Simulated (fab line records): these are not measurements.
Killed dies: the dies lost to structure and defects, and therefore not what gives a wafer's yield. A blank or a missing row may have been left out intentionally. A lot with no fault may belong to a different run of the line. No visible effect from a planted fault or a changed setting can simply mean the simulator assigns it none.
Comparing a struck lot with a sound one    flow sky130    14 steps out of a route of 708
Sound: wafers L123.1, L123.5, L123.6. Struck: wafers L130.1, L130.2, L130.3. The cause comes at the end.
Per side, at each step with rows, come the tool, then ch with its chambers, and then its first start. Under that, the readings that differ: sound wafers    struck wafers    difference of the means    sigmas: that difference in standard deviations of wafers without a fault.
alike: a reading whose means differ by less than 2 such deviations, as well as words and numbers matching on both sides. not compared: withheld readings; readings where some wafer has no value; bounds like >300 that might hide an equal value; numbers whose values overlap and for which the record gives no deviation.
The two part at a step that has a row with sigmas, a row that says differs or no value, or rows on one side only. Numbers that have no deviation but don't overlap get no sigmas and don't part them. Lack of a reading on every wafer of one side parts them only where that side has two or more wafers.

SKY_LDD_HVP_OVL_MEAS_07:
  sound: overlay-02 at day 21 16:53; struck: overlay-02 at day 25 13:53
  alike: LDD_HVP_OVL
then, 1 step without rows for these wafers: SKY_LDD_HVP_IMPLANT_08.
SKY_LDD_HVP_STRIP_09: strips in O2/N2.
  sound on plasmaAsher-02 ch 0,1, day 21 17:04; struck on plasmaAsher-01 ch 0,1, day 25 14:04
  alike: drypumpMotorCurrentA, oesProductAu, stripTimeToEndpointS
  not compared: rfHoursCounterH
SKY_LDD_HVP_TW_MEAS_10:
  sound: filmMetro-04 at day 21 17:10; struck: filmMetro-04 at day 25 14:10
  alike: LDD_HVP_TW
then, 7 steps without rows for these wafers: SKY_LDD_LDN_DEHYDRATE_00 (time 60 s); SKY_LDD_LDN_HMDS_01 (prime time 60 s); SKY_LDD_LDN_COAT_02 (resist thk 1140 nm); SKY_LDD_LDN_SOFTBAKE_03 (time 60 s); SKY_LDD_LDN_EXPOSE_04 (exposes mask LDNTM, target cd 700 nm); SKY_LDD_LDN_PEB_05; SKY_LDD_LDN_DEVELOP_06 (develop time 60 s).
SKY_LDD_LDN_OVL_MEAS_07:
  sound: overlay-02 at day 22 23:16; struck: overlay-01 at day 26 19:25
  alike: LDD_LDN_OVL
SKY_LDD_LDN_IMPLANT_08:
  sound on implanter-04 ch 0, day 22 23:17; struck on implanter-04 ch 0, day 26 19:26
reading                   sound                 struck                difference  sigmas
beamEnergyKeV             15.008 15.000 15.001  15.337 15.345 15.339  +0.337      +75
model.implant.drpNm (nm)  5.933 5.933 5.933     6.022 6.022 6.022     +0.089      
then, 1 step without rows for these wafers: SKY_LDD_LDN_IMPLANT_09.

## WHERE THEY PART
Only at SKY_LDD_LDN_IMPLANT_08, within this record.

WHY: what had been put in by the simulator
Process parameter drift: implanter-04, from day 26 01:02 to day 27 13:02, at SKY_LDD_LDN_IMPLANT_08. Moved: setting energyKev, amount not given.
